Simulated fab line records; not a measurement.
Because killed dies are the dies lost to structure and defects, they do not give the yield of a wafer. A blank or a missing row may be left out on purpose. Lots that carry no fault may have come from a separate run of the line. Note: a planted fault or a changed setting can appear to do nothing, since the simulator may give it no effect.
Which of the tools did it? -- flow gf180mcu -- Sampling: 6 lots, 18 wafers, 2 of 602 route steps

## WHAT THE GAUGES READ, wafer by wafer
GF_CONTACT_RS_MEAS_25: measurement is done with a four-point probe.
lot,measured,on,CONTACT_W_RS (ohm/sq)
L512,day 16 09:49,filmMetro-01,0.385 0.388 0.388
L515,day 17 21:14,filmMetro-01,0.385 0.385 0.386
L523,day 20 16:05,filmMetro-03,0.386 0.383 0.384
L526,day 21 19:11,filmMetro-01,0.387 0.381 0.382
L531,day 23 12:11,filmMetro-01,0.386 0.384 0.383
L533,day 23 23:41,filmMetro-03,0.381 0.384 0.381

## EACH LOT AND THE TOOL THAT RAN IT (in order: tool; ch and the chambers of the sampled wafers; start)
lot,GF_CONTACT_CVD_24
L512,"cvdW-01 ch 0,1, day 16 09:42"
L515,"cvdW-01 ch 0,1, day 17 21:08"
L523,"cvdW-02 ch 1, day 20 15:58"
L526,"cvdW-01 ch 0,1, day 21 19:04"
L531,"cvdW-01 ch 0,1, day 23 12:05"
L533,"cvdW-02 ch 0,1, day 23 23:35"
- GF_CONTACT_CVD_24: deposits W, target thk 300 nm, time 90.339 s.

## THE ANSWER, worked out from the rows above alone
Rule: what is usual is taken from the lots themselves. The widest of any qualifying gaps counts: lots, ordered by their means at a reading, are off when they make up no more than a third of the lots, leave a main group of 4 or more, and stand apart from it by 3 or more times the standard deviation of that group's means. Not used: any main group whose means are identical at the precision the tables above print for the reading. A lot without any number at a reading at which 4 lots or more have one is off too. The other lots that the step has rows for count as sound.
Across all readings shown, no lot is off: no conclusion can be drawn from this.

## WHAT THE SIMULATOR HAD INSERTED
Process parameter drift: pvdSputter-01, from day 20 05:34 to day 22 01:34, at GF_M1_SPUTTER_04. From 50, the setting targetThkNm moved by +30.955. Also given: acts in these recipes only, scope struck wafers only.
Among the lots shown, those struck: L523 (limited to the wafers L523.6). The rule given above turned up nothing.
